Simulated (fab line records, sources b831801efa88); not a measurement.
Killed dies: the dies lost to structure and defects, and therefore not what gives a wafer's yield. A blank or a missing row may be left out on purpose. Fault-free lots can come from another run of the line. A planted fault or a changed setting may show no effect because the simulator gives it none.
Problem report, 8D (eight disciplines) form, completed by code | flow sky130 | the parts of the form that need people (team, actions taken, sign-off) are left out

== 1. WHAT WENT WRONG ==
At SKY_SONOS_ONO_ETCH_15, oesProductAu averages 1.435 a.u. over 3 wafers from 3 lots, while fault-free wafers read 0.998 a.u., standard deviation 0.0097. Measured from the usual mean, that is +45 standard deviations.
The step: etches the open film in CHF3/O2, target depth 19.52 nm, time 7.8 s.
Earliest sighting: wafer L728.1 on rieDiel-03 at day 19 02:11. At this step, 33 wafers from 12 lots have a number in the record. The rule behind "out" and "out of limits": a value lying over 4 standard deviations away from the usual mean. The rest of the wafers with a number are treated as sound.

== 2. WHAT THIS IS AND IS NOT ==
question                    | is                             | is not
which readings at this step | oesProductAu, throttleValvePct | drypumpMotorCurrentA
which lots                  | L728, L730, L731               | L710, L711, L714, L716, L717, L719, L721, L722, L723
which wafers of those lots  | L728.1, L730.6, L731.6         | L728.2, L730.5, L731.2
read on which tools         | rieDiel-03                     | rieDiel-01, rieDiel-02
when                        | from day 19 02:11              | up to then (28 sound wafers); but 2 sound wafers of L730, L731 came after

== 3. SUSPECTS, AND WHAT RULES EACH OUT ==
Counting: any tool at a process step up to the reading remains a suspect provided it ran every lot that is out. Sound lots after the first of them don't rule it out here, since some wafers of a struck lot are sound.
- rieDiel-03 at SKY_SONOS_ONO_ETCH_15 (etches the open film in CHF3/O2, target depth 19.52 nm, time 7.8 s): kept. It processed each lot that is out (first: L728, day 19 02:11); up to then, its last sound lot is L721 (day 16 14:32). On those wafers its own readings are out: oesProductAu, throttleValvePct.
Remaining after the count: rieDiel-03 at SKY_SONOS_ONO_ETCH_15.

== 4. THE CAUSE (what the simulator had put in) ==
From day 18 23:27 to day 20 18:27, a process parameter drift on rieDiel-03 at SKY_SONOS_ONO_ETCH_15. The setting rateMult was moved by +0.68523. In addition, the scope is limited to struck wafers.
Only this tool survived the counting.

== 5. SEQUENCE OF EFFECTS, ordered by route ==
One row per reading whose mean, taken over the struck wafers that have a number, lies over 3 standard deviations from the usual. Only readings for which the record gives a usual standard deviation are gone through. hours: the time from each lot's start at the first step in this table that gives one to its start at this step, as a median over the lots. sigmas: the change in usual standard deviations.
hours | step                   | reading              | usual      | on struck wafers | change | sigmas
0     | SKY_SONOS_ONO_ETCH_15  | oesProductAu         | 0.998 a.u. | 1.435            | +0.437 | +45
0     | SKY_SONOS_ONO_ETCH_15  | throttleValvePct     | 8.825 %    | 8.922            | +0.097 | +10
0     | SKY_SONOS_ONO_STRIP_17 | stripTimeToEndpointS | 14.09 s    | 13.95            | -0.14  | -3.8
Process steps it contains:
- SKY_SONOS_ONO_ETCH_15: etches the open film in CHF3/O2, target depth 19.52 nm, time 7.8 s.
- SKY_SONOS_ONO_STRIP_17: strips in O2/N2.
Later measuring or inspecting steps at which every struck wafer that the step has a row for has a number for every such reading, and none has moved that far: SKY_GATE_OXIDE_TW_MEAS_14.

== 6. HOW IT WOULD HAVE BEEN CAUGHT EARLIER ==
In this record the first reading out of limits was taken at day 19 02:11, 3 hours after the fault began at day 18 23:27.
